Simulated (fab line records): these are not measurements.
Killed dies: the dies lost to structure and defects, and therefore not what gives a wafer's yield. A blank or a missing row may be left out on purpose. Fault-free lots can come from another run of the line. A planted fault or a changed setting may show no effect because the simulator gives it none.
What tool caused it?	flow sky130	13 lots with 39 wafers sampled at 3 steps, on a route of 708 steps

WHAT EACH GAUGE READ, for each wafer
SKY_VT_ADJUST_LVTN_OVL_MEAS_18. Usual: VT_ADJUST_LVTN_01_OVL typically reads 0.9 nm, with standard deviation 1.5.
lot	measured	on	VT_ADJUST_LVTN_01_OVL (nm)	flag
L666	day 7 21:35	overlay-01	-0.5 -1.2 -3.9	
L667	day 7 23:38	overlay-02	2.1 1.3 3.8	
L668	day 8 02:44	overlay-02	-1.5 -1.4 -1.7	
L671	day 9 02:56	overlay-01	2.5 1.9 2.4	
L672	day 9 09:45	overlay-01	1.9 1.1 -0.2	
L676	day 10 17:53	overlay-01	2.4 2.7 2.1	
L677	day 10 18:11	overlay-02	0.7 -0.4 0.2	
L678	day 11 03:54	overlay-02	1.7 1.1 0.6	
L679	day 11 09:41	overlay-01	1.5 1.8 1.4	
L680	day 11 16:12	overlay-01	-1.7 0.5 -1.1	
L681	day 11 22:04	overlay-01	1.3 2.8 2.1	
L682	day 12 07:23	overlay-02	0.5 1.8 -1.2	
L689	day 14 07:06	overlay-01	1.4 2.0 1.9	

SKY_POLY_GATE_CD_MEAS_22. Usual: 151.0 nm for cd-nm, sd 2.
lot	measured	on	cd-nm (nm)	flag
L666	day 16 12:50	cd-sem-02	149.0 147.2 148.0	
L667	day 16 16:55	cd-sem-02	153.4 149.4 151.9	
L668	day 17 02:19	cd-sem-02	149.5 149.8 149.1	
L671	day 18 07:31	cd-sem-01	150.5 146.8 151.3	
L672	day 18 17:54	cd-sem-01	150.0 153.0 150.1	
L676	day 20 10:08	cd-sem-01	152.9 151.8 152.3	
L677	day 20 12:38	cd-sem-01	152.3 152.9 151.4	
L678	day 21 00:09	cd-sem-01	152.0 151.4 153.3	
L679	day 21 10:43	cd-sem-02	149.7 150.6 149.5	
L680	day 21 17:53	cd-sem-02	150.5 149.7 151.6	
L681	day 22 03:56	cd-sem-02	149.0 147.8 148.8	
L682	day 22 12:45	cd-sem-02	152.8 151.9 150.9	
L689	day 24 17:39	cd-sem-01	150.7 149.9 150.1	

WHICH TOOL RAN EACH LOT (tool, then ch and the chambers of the sampled wafers, then the start)
lot	SKY_POLY_GATE_ETCH_16
L666	rie-diel-02 ch 0,2,3, day 16 10:56
L667	rie-diel-03 ch 0,1,2, day 16 14:28
L668	rie-diel-02 ch 1,2,3, day 17 00:41
L671	rie-diel-03 ch 0,1,2, day 18 03:25
L672	rie-diel-04 ch 2,3, day 18 13:02
L676	rie-diel-02 ch 1,3, day 20 08:08
L677	rie-diel-03 ch 0,1,3, day 20 11:02
L678	rie-diel-04 ch 0,1,3, day 20 22:32
L679	rie-diel-02 ch 1,3, day 21 09:02
L680	rie-diel-04 ch 1,3, day 21 15:26
L681	rie-diel-03 ch 0,1,3, day 22 01:50
L682	rie-diel-02 ch 0,1,2, day 22 11:08
L689	rie-diel-04 ch 0,1,2, day 24 16:02
- SKY_POLY_GATE_ETCH_16: etches Si3N4 in CH3F/O2, stops on poly-Si, time 147.5 s, target depth 75 nm.

AS READ BY THE TOOLS THEMSELVES (means over the sampled wafers that have a number; for cases with no such wafer, the mark the record gives instead)
SKY_POLY_GATE_ETCH_16. Usual: drypump-motor-current-A 5.9 A, standard deviation 0.42; oes-product-au 0.640 a.u., standard deviation 0.0049; throttle-valve-pct 10.535 %, standard deviation 0.009.
lot	tool	drypump-motor-current-A (A)	oes-product-au (a.u.)	throttle-valve-pct (%)	flag
L666	rie-diel-02	5.7	0.639	10.539	
L667	rie-diel-03	5.9	0.638	10.537	
L668	rie-diel-02	5.6	0.639	10.546	
L671	rie-diel-03	5.9	0.646	10.534	
L672	rie-diel-04	5.5	0.646	10.533	
L676	rie-diel-02	5.6	0.639	10.536	
L677	rie-diel-03	6.0	0.643	10.534	
L678	rie-diel-04	5.9	0.641	10.533	
L679	rie-diel-02	5.3	0.639	10.534	
L680	rie-diel-04	5.7	0.641	10.537	
L681	rie-diel-03	6.0	0.642	10.537	
L682	rie-diel-02	6.0	0.639	10.544	
L689	rie-diel-04	6.2	0.639	10.542	

THE ANSWER, worked out from the rows above alone
Rule: take the mean of a lot's wafers that have a number; if it is more than 3 standard deviations from the usual mean, the lot is off. A lot without any number at a reading at which 4 lots or more have one is off too. Any other lot the step has rows for is counted as sound. First the gauges in route order, then the tools' own readings, where a lot's mean is used as printed above. The first step at which some lot is off is used, and at that step the reading that is off furthest; a lot without a number counts as furthest.
Nothing can be told from this: no lot is off at any reading shown.

WHAT WAS PUT IN BY THE SIMULATOR
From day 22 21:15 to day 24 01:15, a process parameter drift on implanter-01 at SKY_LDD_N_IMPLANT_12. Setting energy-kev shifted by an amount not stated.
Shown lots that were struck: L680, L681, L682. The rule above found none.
